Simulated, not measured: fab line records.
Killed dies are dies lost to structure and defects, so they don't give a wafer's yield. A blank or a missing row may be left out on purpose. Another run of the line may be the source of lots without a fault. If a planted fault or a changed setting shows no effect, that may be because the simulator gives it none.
fab line records    flow sky130
[record] lots = 12  wafers = 36  lastDay = 50
route steps=708 shown GATE_OXIDE@200 LDD_HVN@277 LDD_HVP@286 PAD_OPEN@708
lots that met no fault: from a run of the same line without faults
startH: hours from the record's first day to the start of the lot's first wafer shown    waitH: hours elapsed since this lot's preceding step    " as in the row above    L1.1+2: a single row standing in for several wafers    - no value present, or no start provided    * or withheld: withheld    < > ~ a bound
route shown NAME@n: NAME is a module with steps in the file, n the number in the route of the first one    usual: average and standard deviation across the fault-free wafers    same: alike in all rows    chamber/n: place in a boat    sites: the reading at each site    _std_site: standard deviation of those values    _edge_site: the outer-site mean with the inner-site mean subtracted    radiusMm: how far each site lies from the wafer's centre    mask NAME#n: copy n    behind: the last tool/chamber to shape the wafer    hold: what put the lot on hold/how long, in hours/how the hold closed    device: the n, p or np transistor that did not switch    end of line: tests of these same wafers at the route's end    a step given without rows: its recipe and nothing more    killed: not the wafer's yield, but the dies lost to structure and defects at the first sort    map: dies across one wafer; x = killed, . = not, _ = none there
set.NAME: the setting the step ran with; set.NAME@STEP: the setting that earlier step ran with    model.NAME: the simulator's own value behind a step, which no gauge read
the route's steps for a sample of lots (tables are steps, rows are wafers)
services: the hour from which a tool's chamber was out of use, counted from the record's first day as startH (under 0 if before that day), plus the number of hours and why
[[steps]]
[step SKY_GATE_OXIDE_STRIP_13]
[recipe] chemistry = O2/N2  powerW = 1400  pressureMtorr = 1500  platenTempC = withheld  o2FlowSccm = 3000  n2FlowSccm = 300  overashFraction = 0.5
[usual] drypumpMotorCurrentA = 5.7/0.53  oesProductAu = 0.715/0.0047  stripTimeToEndpointS = 14.16/0.033
lot.wafer  tool            chamber  startH  waitH  drypumpMotorCurrentA  oesProductAu  rfHoursCounterH  stripTimeToEndpointS
L748.3     plasmaAsher-01  0        303.37  0.0    5.8                   0.723         -                14.20
L748.5     "               0        "       "      5.8                   0.710         -                14.15
L748.6     "               1        "       "      6.7                   0.712         -                14.14
L749.2     plasmaAsher-03  1        310.84  0.0    5.3                   0.710         61               14.13
L749.3     "               0        "       "      5.2                   0.717         -                14.12
L749.6     "               0        "       "      5.2                   0.725         -                14.15
L757.3     plasmaAsher-01  0        387.46  0.0    5.8                   0.711         -                14.14
L757.4     "               1        "       "      6.7                   0.722         -                14.17
L757.5     "               0        "       "      5.8                   0.715         -                14.15
L758.2     plasmaAsher-04  1        405.03  0.0    5.9                   0.710         71               14.19
L758.3     "               0        "       "      5.2                   0.710         -                14.22
L758.6     "               1        "       "      5.9                   0.717         -                14.20
L764.1     plasmaAsher-04  0        445.49  0.0    5.2                   0.714         1                14.15
L764.2     "               1        "       "      5.9                   0.717         1                14.17
L764.4     "               1        "       "      5.9                   0.715         -                14.14
L765.1     plasmaAsher-03  0        451.28  0.0    5.3                   0.714         73               14.17
L765.2     "               1        "       "      5.4                   0.715         73               14.16
L765.4     "               0        "       "      5.2                   0.708         -                14.20
L766.1     plasmaAsher-04  0        460.23  0.0    5.2                   0.704         3                14.18
L766.2     "               1        "       "      5.9                   0.708         3                14.13
L766.6     "               0        "       "      5.2                   0.717         -                14.10
L767.3     plasmaAsher-04  1        467.94  0.0    5.9                   0.712         -                14.17
L767.4     "               0        "       "      5.2                   0.716         -                14.14
L767.5     "               0        "       "      5.2                   0.712         -                14.14
L768.3     plasmaAsher-04  1        475.52  0.0    5.9                   0.717         -                14.16
L768.4     "               0        "       "      5.2                   0.713         -                14.20
L768.5     "               1        "       "      5.9                   0.714         -                14.19
L769.1     plasmaAsher-03  0        481.83  0.0    5.3                   0.714         76               14.13
L769.2     "               1        "       "      5.3                   0.720         76               14.17
L769.5     "               0        "       "      5.2                   0.715         -                14.09
L770.2     plasmaAsher-03  0        507.75  0.0    5.2                   0.711         79               14.16
L770.5     "               1        "       "      5.3                   0.712         -                14.15
L770.6     "               0        "       "      5.2                   0.717         -                14.17
L771.1     plasmaAsher-01  0        508.85  0.0    5.8                   0.719         69               14.12
L771.2     "               1        "       "      6.7                   0.718         69               14.14
L771.6     "               0        "       "      5.8                   0.714         -                14.13
[step SKY_LDD_HVN_TW_MEAS_10]
[usual] LDD_HVN_TW = 1463/20
lot.wafer  tool          chamber  startH  waitH  LDD_HVN_TW
L748.3     filmMetro-02  -        465.30  0.1    1449
L748.5     "             -        "       "      1452
L748.6     "             -        "       "      1447
L749.2     filmMetro-04  -        471.31  0.1    1431
L749.3     "             -        "       "      1434
L749.6     "             -        "       "      1437
L757.3     filmMetro-01  -        548.32  0.1    1487
L757.4     "             -        "       "      1484
L757.5     "             -        "       "      1482
L758.2     filmMetro-02  -        568.89  0.1    1456
L758.3     "             -        "       "      1462
L758.6     "             -        "       "      1464
L764.1     filmMetro-01  -        602.33  0.1    1472
L764.2     "             -        "       "      1474
L764.4     "             -        "       "      1466
L765.1     filmMetro-01  -        612.50  0.1    1474
L765.2     "             -        "       "      1466
L765.4     "             -        "       "      1468
L766.1     filmMetro-02  -        621.05  0.1    1452
L766.2     "             -        "       "      1449
L766.6     "             -        "       "      1450
L767.3     filmMetro-04  -        627.40  0.1    1436
L767.4     "             -        "       "      1435
L767.5     "             -        "       "      1429
L768.3     filmMetro-01  -        630.92  0.1    1488
L768.4     "             -        "       "      1487
L768.5     "             -        "       "      1478
L769.1     filmMetro-02  -        639.68  0.1    1450
L769.2     "             -        "       "      1455
L769.5     "             -        "       "      1458
L770.2     filmMetro-02  -        663.46  0.1    1464
L770.5     "             -        "       "      1453
L770.6     "             -        "       "      1457
L771.1     filmMetro-04  -        666.26  0.1    1440
L771.2     "             -        "       "      1434
L771.6     "             -        "       "      1440
[step SKY_LDD_HVP_IMPLANT_08]
[recipe] species = B  energyKev = 20  doseCm2 = 1.7e+13  tiltDeg = 17.9
[usual] beamEnergyKeV = 20.000/0.0059
lot.wafer  tool          chamber  startH  waitH  beamEnergyKeV
L748.3     implanter-01  0        496.05  0.1    20.006
L748.5     "             0        "       "      20.007
L748.6     "             0        "       "      19.998
L749.2     implanter-01  0        501.07  0.0    20.002
L749.3     "             0        "       "      19.995
L749.6     "             0        "       "      20.001
L757.3     implanter-01  0        578.00  0.1    23.110
L757.4     "             0        "       "      23.104
L757.5     "             0        "       "      23.103
L758.2     implanter-01  0        598.05  0.0    23.119
L758.3     "             0        "       "      23.128
L758.6     "             0        "       "      23.115
L764.1     implanter-02  0        631.58  0.0    20.006
L764.2     "             0        "       "      20.001
L764.4     "             0        "       "      19.997
L765.1     implanter-04  0        641.58  0.0    20.005
L765.2     "             0        "       "      19.997
L765.4     "             0        "       "      19.996
L766.1     implanter-04  0        649.93  0.0    19.994
L766.2     "             0        "       "      19.987
L766.6     "             0        "       "      19.997
L767.3     implanter-02  0        655.88  0.1    19.999
L767.4     "             0        "       "      20.008
L767.5     "             0        "       "      20.001
L768.3     implanter-02  0        659.28  0.1    20.011
L768.4     "             0        "       "      19.998
L768.5     "             0        "       "      20.000
L769.1     implanter-01  0        667.68  0.0    19.998
L769.2     "             0        "       "      20.006
L769.5     "             0        "       "      20.005
L770.2     implanter-02  0        691.70  0.0    20.010
L770.5     "             0        "       "      20.012
L770.6     "             0        "       "      20.001
L771.1     implanter-01  0        694.10  0.0    20.003
L771.2     "             0        "       "      20.002
L771.6     "             0        "       "      20.000
[step SKY_LDD_HVP_STRIP_09]
[recipe] chemistry = O2/N2  powerW = 1400  pressureMtorr = 1500  platenTempC = withheld  o2FlowSccm = 3000  n2FlowSccm = 300  overashFraction = 0.5
[usual] drypumpMotorCurrentA = 5.8/0.49  oesProductAu = 0.408/0.0046  stripTimeToEndpointS = 4.133/0.012
lot.wafer  tool            chamber  startH  waitH  drypumpMotorCurrentA  oesProductAu  rfHoursCounterH  stripTimeToEndpointS
L748.3     plasmaAsher-01  1        496.18  0.1    6.7                   0.415         -                4.131
L748.5     "               0        "       "      5.8                   0.414         -                4.158
L748.6     "               1        "       "      6.7                   0.403         -                4.131
L749.2     plasmaAsher-02  0        501.20  0.1    6.0                   0.406         39               4.126
L749.3     "               0        "       "      5.9                   0.413         -                4.133
L749.6     "               1        "       "      5.7                   0.411         -                4.139
L757.3     plasmaAsher-04  0        578.13  0.1    5.2                   0.415         -                4.130
L757.4     "               1        "       "      5.9                   0.407         -                4.131
L757.5     "               0        "       "      5.2                   0.411         -                4.137
L758.2     plasmaAsher-04  1        598.18  0.1    6.0                   0.407         17               4.127
L758.3     "               1        "       "      5.9                   0.414         -                4.116
L758.6     "               0        "       "      5.2                   0.402         -                4.138
L764.1     plasmaAsher-04  1        631.73  0.1    5.9                   0.413         20               4.112
L764.2     "               0        "       "      5.2                   0.405         20               4.118
L764.4     "               1        "       "      5.9                   0.412         -                4.112
L765.1     plasmaAsher-02  0        641.73  0.1    6.0                   0.413         53               4.137
L765.2     "               1        "       "      5.7                   0.411         53               4.118
L765.4     "               0        "       "      5.9                   0.409         -                4.124
L766.1     plasmaAsher-01  0        650.08  0.1    5.8                   0.402         84               4.132
L766.2     "               1        "       "      6.8                   0.413         84               4.134
L766.6     "               0        "       "      5.8                   0.399         -                4.150
L767.3     plasmaAsher-01  1        656.01  0.1    6.7                   0.406         -                4.124
L767.4     "               0        "       "      5.8                   0.399         -                4.117
L767.5     "               1        "       "      6.7                   0.407         -                4.134
L768.3     plasmaAsher-04  1        659.41  0.1    5.9                   0.405         -                4.137
L768.4     "               0        "       "      5.2                   0.408         -                4.139
L768.5     "               1        "       "      6.0                   0.406         -                4.137
L769.1     plasmaAsher-04  1        667.83  0.1    5.9                   0.404         24               4.104
L769.2     "               0        "       "      5.2                   0.413         24               4.122
L769.5     "               0        "       "      5.2                   0.405         -                4.129
L770.2     plasmaAsher-04  0        691.83  0.1    5.2                   0.413         27               4.146
L770.5     "               0        "       "      5.2                   0.401         -                4.146
L770.6     "               1        "       "      6.0                   0.413         -                4.144
L771.1     plasmaAsher-04  1        694.25  0.1    5.9                   0.410         27               4.132
L771.2     "               0        "       "      5.2                   0.414         27               4.139
L771.6     "               0        "       "      5.2                   0.410         -                4.146
[step SKY_LDD_HVP_TW_MEAS_10]
[usual] LDD_HVP_TW = 458/3.1
lot.wafer  tool          chamber  startH  waitH  LDD_HVP_TW
L748.3     filmMetro-03  -        496.27  0.1    455
L748.5     "             -        "       "      459
L748.6     "             -        "       "      454
L749.2     filmMetro-04  -        501.31  0.1    459
L749.3     "             -        "       "      458
L749.6     "             -        "       "      456
L757.3     filmMetro-03  -        578.22  0.1    469
L757.4     "             -        "       "      469
L757.5     "             -        "       "      470
L758.2     filmMetro-03  -        598.29  0.1    470
L758.3     "             -        "       "      470
L758.6     "             -        "       "      471
L764.1     filmMetro-04  -        631.83  0.1    453
L764.2     "             -        "       "      455
L764.4     "             -        "       "      455
L765.1     filmMetro-02  -        641.83  0.1    464
L765.2     "             -        "       "      464
L765.4     "             -        "       "      463
L766.1     filmMetro-04  -        650.18  0.1    459
L766.2     "             -        "       "      458
L766.6     "             -        "       "      455
L767.3     filmMetro-02  -        656.10  0.1    464
L767.4     "             -        "       "      462
L767.5     "             -        "       "      463
L768.3     filmMetro-03  -        659.50  0.1    456
L768.4     "             -        "       "      455
L768.5     "             -        "       "      458
L769.1     filmMetro-04  -        667.93  0.1    457
L769.2     "             -        "       "      457
L769.5     "             -        "       "      457
L770.2     filmMetro-04  -        691.94  0.1    458
L770.5     "             -        "       "      458
L770.6     "             -        "       "      458
L771.1     filmMetro-04  -        694.35  0.1    460
L771.2     "             -        "       "      459
L771.6     "             -        "       "      459
[step SKY_PAD_OPEN_PROBE_99]
[usual] killed_at_M0_to_M3 = 44/7.1  killed_at_M4_up = 3.5/2  killedAtContacts = 24/5.3  killedAtFrontEnd = 15/4.8  killedAtOther = 0.1/0.35  killedDies = 86/9.3  killedOpen = 47/7.8  killedShort = 39/5.9
[same] grossDies = 492  killedAtBackSide = 0
lot.wafer  tool       chamber  startH   waitH  killed_at_M0_to_M3  killed_at_M4_up  killedAtContacts  killedAtFrontEnd  killedAtOther  killedDies  killedOpen  killedShort
L770.2     prober-02  -        1204.09  0.1    49                  2                25                14                1              91          55          36
L770.5     prober-02  -        1204.24  0.2    59                  2                27                6                 0              94          51          43
L770.6     prober-02  -        1204.29  0.2    54                  4                24                14                0              96          49          47
// killed by level:class
L770.2 VIA1:geometricParticle:open=12 LI_CONTACT:geometricParticle:open=8 CONTACT:geometricParticle:open=7 CONTACT:geometricParticle:short=7 VIA2:geometricParticle:open=7 VIA3:geometricParticle:open=6 VIA1:geometricParticle:short=5 METAL2:geometricParticle:short=5
L770.5 VIA1:geometricParticle:open=14 VIA2:geometricParticle:open=13 LI_CONTACT:geometricParticle:open=8 CONTACT:geometricParticle:open=8 CONTACT:geometricParticle:short=6 LI_CONTACT:geometricParticle:short=5 METAL1:geometricParticle:short=5 VIA1:geometricParticle:short=5
L770.6 VIA1:geometricParticle:open=13 VIA2:geometricParticle:open=10 CONTACT:geometricParticle:open=7 VIA1:geometricParticle:short=7 METAL1:geometricParticle:short=6 VIA3:geometricParticle:open=6 CONTACT:geometricParticle:short=5 FIELD_ISO:geometricParticle:short=4
[[services]]
tool            chamber  startH  hours  kind
plasmaAsher-03  -        280.02  3.1    repair
plasmaAsher-01  -        281.04  9.8    repair
implanter-04    -        287.82  3.7    repair
implanter-02    -        292.03  3.6    pm
implanter-04    -        299.49  3.0    pm
plasmaAsher-02  -        311.62  1.4    repair
implanter-02    -        317.58  4.6    repair
plasmaAsher-03  -        319.78  14.6   pm
plasmaAsher-02  -        324.56  1.8    repair
plasmaAsher-02  -        357.47  2.8    pm
implanter-04    -        410.58  0.6    repair
plasmaAsher-04  -        421.25  9.0    pm
plasmaAsher-02  -        426.38  9.4    repair
plasmaAsher-01  -        470.62  7.4    repair
implanter-02    -        487.20  2.9    pm
implanter-02    -        493.67  2.5    repair
plasmaAsher-01  -        579.19  2.9    repair
plasmaAsher-03  -        592.93  2.7    repair
implanter-01    -        598.55  4.5    pm
plasmaAsher-03  -        624.80  6.1    repair
plasmaAsher-03  -        626.74  1.1    repair
implanter-01    -        658.70  4.7    repair
implanter-02    -        664.64  2.1    repair
implanter-01    -        677.08  1.4    repair
[[key]]
[firstSign] step = SKY_LDD_HVP_IMPLANT_08  reading = beamEnergyKeV  direction = up  sigmas = 99+  usual = *  struck = *
[effect] step = SKY_LDD_HVP_TW_MEAS_10  reading = LDD_HVP_TW  direction = up  sigmas = 3.9  usual = 458  struck = 470
metAt SKY_LDD_HVP_IMPLANT_08
struckLots L757,L758
testerLeftOut L757,L758
notActingAt SKY_GATE_OXIDE_STRIP_13,SKY_LDD_HVN_TW_MEAS_10,SKY_LDD_HVP_STRIP_09
onsetBetween 501.07 578.00
[fault] kind = processParameterDrift  tool = implanter-01  chamber = -  onsetH = 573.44  steps = SKY_LDD_HVP_IMPLANT_08  channel = energyKev  offset = *  shape = step  endH = 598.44  actsIn = *  stated = *
// testerLeftOut: of these lots the tester's yield and bins aren't shown, on N5 and GAA mostly nor the transistor test; their killed dies are dies lost to structure and defects alone, not to doping, threshold or leakage, so they don't give the yield
